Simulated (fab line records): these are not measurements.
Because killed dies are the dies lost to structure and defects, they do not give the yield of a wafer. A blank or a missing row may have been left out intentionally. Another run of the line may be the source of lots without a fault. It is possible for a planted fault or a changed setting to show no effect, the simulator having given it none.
Which tool did it?	flow sky130	21 wafers from 7 lots sampled at 3 of the route's 708 steps

== WHAT THE GAUGES SHOWED, per wafer ==
SKY_SD_N_RS_MEAS_16: uses a four-point probe to measure.
lot	measured	on	SD_N_RS (ohm/sq)
L255	day 29 22:26	film-metro-02	68.53 68.48 68.58
L260	day 30 16:36	film-metro-04	70.63 70.56 70.73 70.63 70.54 70.68
L262	day 31 14:50	film-metro-04	68.51 68.58 68.54
L266	day 32 15:59	film-metro-01	68.73 68.61 68.71
L270	day 33 20:47	film-metro-01	68.85 68.81 68.54
L272	day 34 12:14	film-metro-02	68.86 68.76 68.76
L275	day 35 08:08	film-metro-04	68.67 68.46 68.50

== WHAT TOOL EACH LOT RAN ON (gives the tool, then ch and the chambers of the sampled wafers, and finally the start) ==
lot	SKY_SD_P_STRIP_10	SKY_SD_N_IMPLANT_10
L255	plasma-asher-01 ch 0,1, day 27 14:06	implanter-02 ch 0, day 29 21:54
L260	plasma-asher-03 ch 0,1, day 28 06:44	implanter-02, day 30 16:05
L262	plasma-asher-04 ch 0,1, day 29 06:29	implanter-03 ch 0, day 31 14:18
L266	plasma-asher-04 ch 0,1, day 30 07:56	implanter-02 ch 0, day 32 15:27
L270	plasma-asher-03 ch 0,1, day 31 15:49	implanter-02 ch 0, day 33 20:15
L272	plasma-asher-03 ch 0,1, day 32 06:30	implanter-03 ch 0, day 34 11:42
L275	plasma-asher-03 ch 0,1, day 33 02:03	implanter-02 ch 0, day 35 07:36
- SKY_SD_P_STRIP_10: strips in O2/N2.
- SKY_SD_N_IMPLANT_10

== THE ANSWER, worked out from the rows above alone ==
Rule: what is usual is taken from the lots themselves. Put in order of their means at a reading, lots are off if they are a third of the lots or fewer, leave a main group of 4 or more, and stand apart from it by a gap of 3 or more times the standard deviation of the main group's means; of several such gaps the widest counts. A main group whose means are all the same, to the digits that the tables above print for the reading, isn't used. A lot without any number at a reading at which 4 lots or more have one is off too. The other lots that the step has rows for count as sound.
Off: L260, at SKY_SD_N_RS_MEAS_16 (SD_N_RS). Main group: mean 68.64 ohm/sq, sd 0.1.
If a tool, at a process step before that reading, ran all the lots that are off and no sound lot after the first of them, it fits. Those tools and the gauges at SKY_SD_N_RS_MEAS_16 are tried in the same way. No candidate that was tried fits.

== WHAT THE SIMULATOR PUT IN ==
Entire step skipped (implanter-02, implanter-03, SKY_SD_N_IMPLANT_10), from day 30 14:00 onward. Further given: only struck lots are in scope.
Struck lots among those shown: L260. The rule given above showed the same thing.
